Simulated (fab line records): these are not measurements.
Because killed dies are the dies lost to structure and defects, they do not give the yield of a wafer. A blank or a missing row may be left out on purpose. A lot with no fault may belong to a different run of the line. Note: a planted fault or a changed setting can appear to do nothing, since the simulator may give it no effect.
Problem report, 8D (eight disciplines) form, completed by code ; flow sky130 ; the parts of the form that need people (team, actions taken, sign-off) are left out

== 1. WHAT IS WRONG ==
time-to-endpoint-s at SKY_LI_CONTACT_CMP_24 reads a mean of 57 s on 2 wafers of 2 lots; wafers without a fault read 98 s with a standard deviation of 3.8. Relative to the usual mean, that is a shift of -11 standard deviations.
The step: polishes, stops on PSG, t overpolish 20 s, target thk 0 nm.
First observed at day 32 09:39: wafer L683.4, on cmp-02. The record holds 39 wafers of 13 lots with a number at this step. The rule behind "out" and "out of limits": a value lying over 4 standard deviations away from the usual mean. All remaining wafers that have a number are taken as sound.

== 2. WHAT IT IS AND WHAT IT IS NOT ==
question;is;is not
which readings at this step;time-to-endpoint-s;motor-current-A, overpolish-run-s
which lots;L683, L684;L677, L678, L679, L681, L690, L692, L693, L694, L695, L697, L698
which wafers of those lots;L683.4, L684.3;L683.2, L683.6, L684.1, L684.5
read on which tools;cmp-02;cmp-01
when;from day 32 09:39;"up to then (14 sound wafers); but 23 sound wafers of L684, L690, L692, L693, L694, L695, L697, L698 came after"

== 3. THE SUSPECTS, EACH WITH WHAT RULES IT OUT ==
Counting: a tool at a process step up to the reading stays a suspect if it ran every lot that is out. Sound lots after the first of them don't rule it out here, since some wafers of a struck lot are sound.
- cmp-02 at SKY_LI_CONTACT_CMP_24 (polishes, stops on PSG, t overpolish 20 s, target thk 0 nm): kept. Ran every lot that is out, first one L683 (day 32 09:39); last sound lot up to then L681 (day 31 15:09). Out on those wafers are its own readings of time-to-endpoint-s.
- cmp-02, SKY_LI_CONTACT_CMP_24: wafers that are out in chamber 2, sound lot-mates in chambers 0, 3.
Remaining after the count: cmp-02 at SKY_LI_CONTACT_CMP_24.

== 4. THE CAUSE (what the simulator had put in) ==
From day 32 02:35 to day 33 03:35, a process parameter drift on cmp-02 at SKY_LI_CONTACT_CMP_24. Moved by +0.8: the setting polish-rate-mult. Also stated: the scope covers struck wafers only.
Only this tool survived the counting.

== 5. THE EFFECT CHAIN, in route order ==
Each row: a reading whose mean over the struck wafers that have a number lies more than 3 standard deviations from the usual. Readings are gone through only where the record gives a usual standard deviation; hours: the median, over the lots, of the time from a lot's start at the first step in this table giving one to that lot's start at this step; sigmas: the change measured in usual standard deviations.
hours;step;reading;usual;on struck wafers;change;sigmas
0;SKY_LI_CONTACT_CMP_24;time-to-endpoint-s;98 s;57;-41;-11
Its process steps:
- SKY_LI_CONTACT_CMP_24: polishes, stops on PSG, t overpolish 20 s, target thk 0 nm.

== 6. WHAT WOULD HAVE CAUGHT IT SOONER ==
The fault began at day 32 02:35; the first out-of-limits reading in this record came at day 32 09:39, 7 hours later.
